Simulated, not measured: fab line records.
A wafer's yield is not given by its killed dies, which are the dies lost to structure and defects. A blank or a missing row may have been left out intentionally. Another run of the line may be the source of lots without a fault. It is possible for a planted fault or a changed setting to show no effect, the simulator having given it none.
Which of the tools did it? + flow gf180mcu + 33 wafers from 11 lots sampled at 5 of the route's 602 steps

== WHAT THE GAUGES READ, wafer by wafer ==
GF_STI_THK_MEAS_24. Usual: STI_CVD_23_THK typically reads 652 nm, with standard deviation 8.4.
| lot  | measured    | on            | STI_CVD_23_THK (nm) | flag |
|------|-------------|---------------|---------------------|------|
| L537 | day 2 04:08 | film_metro-01 | 666 646 652         |      |
| L538 | day 2 08:07 | film_metro-04 | 632 649 645         |      |
| L542 | day 3 07:14 | film_metro-04 | 656 659 648         |      |
| L544 | day 3 19:20 | film_metro-02 | 664 641 665         |      |
| L545 | day 4 00:47 | film_metro-04 | 643 661 645         |      |
| L548 | day 4 11:16 | film_metro-04 | 655 642 647         |      |
| L556 | day 6 05:14 | film_metro-02 | 658 644 660         |      |
| L557 | day 6 10:50 | film_metro-02 | 650 658 664         |      |
| L558 | day 6 15:37 | film_metro-02 | 643 655 653         |      |
| L559 | day 6 20:45 | film_metro-02 | 655 645 647         |      |
| L560 | day 7 05:02 | film_metro-04 | 659 659 653         |      |

GF_VT_IMPLANT_TW_MEAS_43. Usual: VT_IMPLANT_4_TW typically reads 697, with standard deviation 4.
| lot  | measured     | on            | VT_IMPLANT_4_TW   | flag |
|------|--------------|---------------|-------------------|------|
| L537 | day 7 10:31  | film_metro-03 | 697 698 702       |      |
| L538 | day 7 19:01  | film_metro-03 | 695 696 696       |      |
| L542 | day 9 01:56  | film_metro-03 | 695 698 700       |      |
| L544 | day 9 15:55  | film_metro-04 | 32 32 32 32 32 32 | OFF  |
| L545 | day 10 00:06 | film_metro-03 | 694 698 693       |      |
| L548 | day 10 13:40 | film_metro-03 | 698 695 696       |      |
| L556 | day 12 21:53 | film_metro-03 | 697 695 696       |      |
| L557 | day 13 05:08 | film_metro-03 | 704 702 699       |      |
| L558 | day 13 12:46 | film_metro-04 | 691 687 693       |      |
| L559 | day 13 17:06 | film_metro-01 | 698 697 696       |      |
| L560 | day 14 05:49 | film_metro-03 | 698 703 696       |      |

GF_NSD_CD_MEAS_07: the cd target is 400 nm. Usual: cd_nm reads 400.4 nm (standard deviation 2.1).
| lot  | measured     | on        | cd_nm (nm)        | flag |
|------|--------------|-----------|-------------------|------|
| L537 | day 13 10:59 | cd_sem-01 | 399.1 398.8 397.3 |      |
| L538 | day 13 15:16 | cd_sem-01 | 402.4 401.4 402.0 |      |
| L542 | day 15 04:59 | cd_sem-01 | 400.9 402.6 401.5 |      |
| L545 | day 16 08:23 | cd_sem-01 | 402.7 403.2 403.1 |      |
| L548 | day 17 00:58 | cd_sem-01 | 396.7 397.6 398.8 |      |
| L556 | day 19 22:41 | cd_sem-01 | 401.5 401.7 400.0 |      |
| L557 | day 20 05:14 | cd_sem-02 | 403.2 401.3 402.4 |      |
| L558 | day 20 17:03 | cd_sem-01 | 402.1 402.3 401.1 |      |
| L559 | day 20 20:53 | cd_sem-01 | 398.5 399.7 398.3 |      |
| L560 | day 21 10:47 | cd_sem-01 | 400.7 400.2 401.3 |      |

== WHAT TOOL EACH LOT RAN ON (gives the tool, then ch and the chambers of the sampled wafers, and finally the start) ==
| lot  | GF_VT_IMPLANT_STRIP_31               | GF_VT_IMPLANT_STRIP_42               |
|------|--------------------------------------|--------------------------------------|
| L537 | plasma_asher-01 ch 0,1, day 6 18:08  | plasma_asher-02 ch 0,1, day 7 10:25  |
| L538 | plasma_asher-01 ch 0,1, day 7 02:45  | plasma_asher-02 ch 0,1, day 7 18:56  |
| L542 | plasma_asher-02 ch 0,1, day 8 08:45  | plasma_asher-04 ch 0,1, day 9 01:50  |
| L544 | plasma_asher-01 ch 0,1, day 8 22:03  | plasma_asher-04 ch 0,1, day 9 15:49  |
| L545 | plasma_asher-02 ch 0,1, day 9 06:07  | plasma_asher-02 ch 0, day 10 00:00   |
| L548 | plasma_asher-04 ch 0,1, day 9 19:26  | plasma_asher-04 ch 0,1, day 10 13:33 |
| L556 | plasma_asher-01 ch 0,1, day 12 02:20 | plasma_asher-02 ch 0,1, day 12 21:46 |
| L557 | plasma_asher-04 ch 0,1, day 12 09:35 | plasma_asher-02 ch 0,1, day 13 05:02 |
| L558 | plasma_asher-02 ch 0,1, day 12 17:03 | plasma_asher-04 ch 0,1, day 13 12:39 |
| L559 | plasma_asher-01 ch 0,1, day 12 20:34 | plasma_asher-04 ch 0,1, day 13 17:00 |
| L560 | plasma_asher-01 ch 0,1, day 13 09:13 | plasma_asher-02 ch 0,1, day 14 05:43 |
- GF_VT_IMPLANT_STRIP_31: strips in O2/N2.
- GF_VT_IMPLANT_STRIP_42: strips in O2/N2.

== AS READ BY THE TOOLS THEMSELVES (means over the sampled wafers that have a number; for cases with no such wafer, the mark the record gives instead) ==
GF_VT_IMPLANT_STRIP_31. Usual: chamber_pressure_mTorr 1500.3 mTorr, standard deviation 1.4; drypump_motor_current_A 6.0 A, standard deviation 0.5; heater_power_w 345 W, standard deviation 27; oes_product_au 0.716 a.u., standard deviation 0.0047; strip_time_to_endpoint_s 12.62 s, standard deviation 0.04.
| lot  | tool            | chamber_pressure_mTorr (mTorr) | drypump_motor_current_A (A) | heater_power_w (W) | oes_product_au (a.u.) | strip_time_to_endpoint_s (s) | flag |
|------|-----------------|--------------------------------|-----------------------------|--------------------|-----------------------|------------------------------|------|
| L537 | plasma_asher-01 | 1500.8                         | 6.4                         | 332                | 0.716                 | 12.62                        |      |
| L538 | plasma_asher-01 | 1499.4                         | 6.4                         | 331                | 0.717                 | 12.67                        |      |
| L542 | plasma_asher-02 | 1499.1                         | 5.7                         | 342                | 0.719                 | 12.63                        |      |
| L544 | plasma_asher-01 | 1500.1                         | 6.1                         | 308                | 0.952                 | -                            | OFF  |
| L545 | plasma_asher-02 | 1501.0                         | 5.7                         | 340                | 0.716                 | 12.59                        |      |
| L548 | plasma_asher-04 | 1499.9                         | 6.1                         | 358                | 0.717                 | 12.64                        |      |
| L556 | plasma_asher-01 | 1500.7                         | 6.1                         | 312                | 0.716                 | 12.57                        |      |
| L557 | plasma_asher-04 | 1500.9                         | 6.0                         | 357                | 0.715                 | 12.63                        |      |
| L558 | plasma_asher-02 | 1501.7                         | 5.5                         | 358                | 0.716                 | 12.58                        |      |
| L559 | plasma_asher-01 | 1499.7                         | 6.4                         | 334                | 0.718                 | 12.55                        |      |
| L560 | plasma_asher-01 | 1499.3                         | 6.1                         | 310                | 0.723                 | 12.66                        |      |

GF_VT_IMPLANT_STRIP_42. Usual: chamber_pressure_mTorr 1500.3 mTorr, standard deviation 1.4; drypump_motor_current_A 5.8 A, standard deviation 0.45; heater_power_w 347 W, standard deviation 24; oes_product_au 0.716 a.u., standard deviation 0.0045; strip_time_to_endpoint_s 12.62 s, standard deviation 0.035.
| lot  | tool            | chamber_pressure_mTorr (mTorr) | drypump_motor_current_A (A) | heater_power_w (W) | oes_product_au (a.u.) | strip_time_to_endpoint_s (s) | flag |
|------|-----------------|--------------------------------|-----------------------------|--------------------|-----------------------|------------------------------|------|
| L537 | plasma_asher-02 | 1500.9                         | 5.6                         | 354                | 0.710                 | 12.57                        |      |
| L538 | plasma_asher-02 | 1501.3                         | 5.7                         | 342                | 0.715                 | 12.67                        |      |
| L542 | plasma_asher-04 | 1499.6                         | 6.0                         | 354                | 0.713                 | 12.63                        |      |
| L544 | plasma_asher-04 | 1499.8                         | 6.1                         | 362                | 0.714                 | 15.43                        | OFF  |
| L545 | plasma_asher-02 | 1499.6                         | 5.4                         | 364                | 0.718                 | 12.59                        |      |
| L548 | plasma_asher-04 | 1499.9                         | 5.7                         | 358                | 0.718                 | 12.56                        |      |
| L556 | plasma_asher-02 | 1500.2                         | 5.7                         | 337                | 0.714                 | 12.60                        |      |
| L557 | plasma_asher-02 | 1499.4                         | 5.6                         | 360                | 0.717                 | 12.63                        |      |
| L558 | plasma_asher-04 | 1501.3                         | 6.0                         | 354                | 0.721                 | 12.65                        |      |
| L559 | plasma_asher-04 | 1499.2                         | 6.1                         | 361                | 0.716                 | 12.60                        |      |
| L560 | plasma_asher-02 | 1501.6                         | 5.7                         | 338                | 0.720                 | 12.62                        |      |

== THE ANSWER, worked out from the rows above alone ==
Rule: take the mean of a lot's wafers that have a number; if it is more than 3 standard deviations from the usual mean, the lot is off. Also off: a lot with no number at a reading for which 4 or more lots have one. Any other lot the step has rows for is counted as sound. After the gauges, taken in route order, come the tools' own readings; for these a lot's mean is taken, as printed above. At the first step where some lot is off, the reading lying furthest off is the one used; lots without a number count as furthest.
Off: at GF_VT_IMPLANT_TW_MEAS_43 (VT_IMPLANT_4_TW), L544.
A tool fits if, at a process step before that reading, it ran every lot that is off, and no sound lot after the first of them. Not tried: the gauges at GF_VT_IMPLANT_TW_MEAS_43; whatever is off there is also off at GF_VT_IMPLANT_STRIP_31, on other tools, and gauge error can't account for it. Not one of the candidates tried fits.

== WHAT THE SIMULATOR HAD PUT IN ==
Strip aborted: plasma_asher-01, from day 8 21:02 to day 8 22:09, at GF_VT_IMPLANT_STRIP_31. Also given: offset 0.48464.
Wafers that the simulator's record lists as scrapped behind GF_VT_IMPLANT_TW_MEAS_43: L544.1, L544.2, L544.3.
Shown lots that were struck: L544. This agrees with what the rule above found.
